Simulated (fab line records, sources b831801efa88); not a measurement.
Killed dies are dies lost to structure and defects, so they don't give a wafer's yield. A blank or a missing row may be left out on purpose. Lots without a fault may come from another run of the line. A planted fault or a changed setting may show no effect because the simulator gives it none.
A struck lot beside a sound one | flow sky130 | 22 steps out of a route of 708
Sound: wafers L849.2, L849.3, L849.4. Struck: wafers L852.1, L852.3, L852.5. The cause comes at the end.
At each step with rows: each side's tool, then ch and its chambers, then its first start. Under that, the readings that differ: sound wafers | struck wafers | difference of the means | sigmas: that difference in standard deviations of wafers without a fault.
alike: readings whose means differ by less than 2 such deviations, and words and numbers that are the same on both sides. not compared: withheld readings, readings that some wafer has no value for, bounds like >300 that may hide the same value, and numbers for which the record gives no deviation and whose values overlap.
The two part at a step that has a row with sigmas, a row that says differs or no value, or rows on one side only. Numbers that don't overlap but have no deviation are shown without sigmas and don't part them. A reading that every wafer of one side lacks parts them only if that side has two wafers or more.

first, 2 steps without rows for these wafers: SKY_RES_PROTECT_DEVELOP_06 (develop time 60 s); SKY_POLY_GATE_IMPLANT_02.
SKY_RES_PROTECT_STRIP_07: strips in O2/N2.
  sound on plasma_asher-04 ch 0,1, day 17 07:14; struck on plasma_asher-02 ch 0,1, day 17 23:56
  reading                      | sound             | struck            | difference | sigmas
  strip_time_to_endpoint_s (s) | 23.25 23.20 23.16 | 23.33 23.33 23.32 | +0.12      | +3
  alike: drypump_motor_current_A, n2_flow_sccm, oes_product_au
  not compared: rf_hours_counter_h
SKY_RES_PROTECT_TW_MEAS_08:
  sound on film_metro-04, day 17 07:21; struck on film_metro-01, day 18 00:02
  alike: POLY_GATE_TW
then, 2 steps without rows for these wafers: SKY_RES_PROTECT_CLEAN_09 (cleans in SC1/SC2, time 150 s); SKY_POLY_GATE_CVD_03 (deposits Si3N4 from DCS/NH3, target thk 75 nm, time 1290 s).
SKY_POLY_GATE_THK_MEAS_04:
  sound on film_metro-04, day 17 10:28; struck on film_metro-04, day 18 02:41
  alike: POLY_GATE_CVD_03_THK
then, 5 steps without rows for these wafers: SKY_POLY_GATE_DEHYDRATE_05 (time 60 s); SKY_POLY_GATE_HMDS_06 (prime time 60 s); SKY_POLY_GATE_COAT_07 (resist thk 110 nm); SKY_POLY_GATE_COAT_08 (resist thk 450 nm); SKY_POLY_GATE_SOFTBAKE_09 (time 90 s).
SKY_POLY_GATE_EXPOSE_10: exposes mask P1M, target cd 150 nm.
  sound on krf_scanner-01 ch 0, day 18 01:29; struck on krf_scanner-01 ch 0, day 18 17:53
  alike: mask
then, 1 step without rows for these wafers: SKY_POLY_GATE_PEB_11.
SKY_POLY_GATE_DEVELOP_12: develop time 60 s.
  sound on litho_track-01 ch 0; struck on litho_track-01 ch 0
  reading                    | sound             | struck          | difference | sigmas
  model.POLY_GATE.cd_nm (nm) | 150.2 150.4 150.5 | 107.6 108 143.2 | -30.8      |
SKY_POLY_GATE_CD_MEAS_13: target cd 150 nm.
  sound on cd_sem-02, day 18 16:32; struck on cd_sem-01, day 19 09:10
  reading    | sound             | struck            | difference | sigmas
  cd_nm (nm) | 149.9 150.4 150.4 | 107.2 108.2 143.3 | -30.7      | -22
SKY_POLY_GATE_OVL_MEAS_14:
  sound on overlay-01, day 18 16:38; struck on overlay-02, day 19 09:17
  alike: POLY_GATE_OVL
SKY_POLY_GATE_ETCH_15: etches BARC in N2/H2, stops on SiO2, time 118.5 s, target depth 110 nm.
  sound on rie_diel-04 ch 0,2, day 18 16:40; struck on rie_diel-03 ch 1,2,3, day 19 09:19
  alike: drypump_motor_current_A, n2_flow_sccm, oes_product_au, throttle_valve_pct
  not compared: rf_hours_counter_h
SKY_POLY_GATE_ETCH_16: etches Si3N4 in CH3F/O2, stops on poly-Si, time 147.5 s, target depth 75 nm.
  sound on rie_diel-04 ch 0,2, day 18 16:45; struck on rie_diel-03 ch 1,2,3, day 19 09:24
  alike: ch3f_flow_sccm, drypump_motor_current_A, oes_product_au, throttle_valve_pct
  not compared: rf_hours_counter_h
SKY_POLY_GATE_ETCH_17: etches poly-Si in HBr/Cl2, stops on SiO2, target depth 180 nm, time 70.5 s.
  sound on rie_si-01 ch 0,2,3, day 18 16:51; struck on rie_si-01 ch 0,1,2, day 19 09:30
  reading                    | sound             | struck            | difference | sigmas
  model.POLY_GATE.cd_nm (nm) | 150.6 150.2 151.2 | 107.1 111.9 143.1 | -30.0      |
  alike: drypump_motor_current_A, oes_product_au, throttle_valve_pct
  not compared: rf_hours_counter_h
SKY_POLY_GATE_STRIP_18: strips in O2/N2.
  sound on plasma_asher-02 ch 0,1, day 18 16:54; struck on plasma_asher-02 ch 0,1, day 19 09:33
  alike: drypump_motor_current_A, n2_flow_sccm, oes_product_au, strip_time_to_endpoint_s
  not compared: rf_hours_counter_h
-- the record jumps here: 29 days lie between the struck wafers' starts before and after (it left off in module POLY_GATE and takes up again in module PAD_OPEN, whose first step shown is number 708 of the route) --
SKY_PAD_OPEN_PROBE_99:
  sound on prober-02, day 47 13:26; struck on prober-02, day 47 22:28
  reading             | sound     | struck     | difference | sigmas
  killed_at_front_end | 25 17 18  | 423 426 21 | +270       | +60
  killed_dies         | 103 97 91 | 491 489 76 | +255       | +28
  killed_on_rim       | 26 19 20  | 95 93 16   | +46        | +13
  alike: killed_at_M0_to_M3, killed_at_M4_up, killed_at_contacts, killed_at_other, killed_open, killed_short

WHERE THEY PART
First at SKY_RES_PROTECT_STRIP_07; last, within this record, at SKY_PAD_OPEN_PROBE_99.

WHY: what the simulator had put in
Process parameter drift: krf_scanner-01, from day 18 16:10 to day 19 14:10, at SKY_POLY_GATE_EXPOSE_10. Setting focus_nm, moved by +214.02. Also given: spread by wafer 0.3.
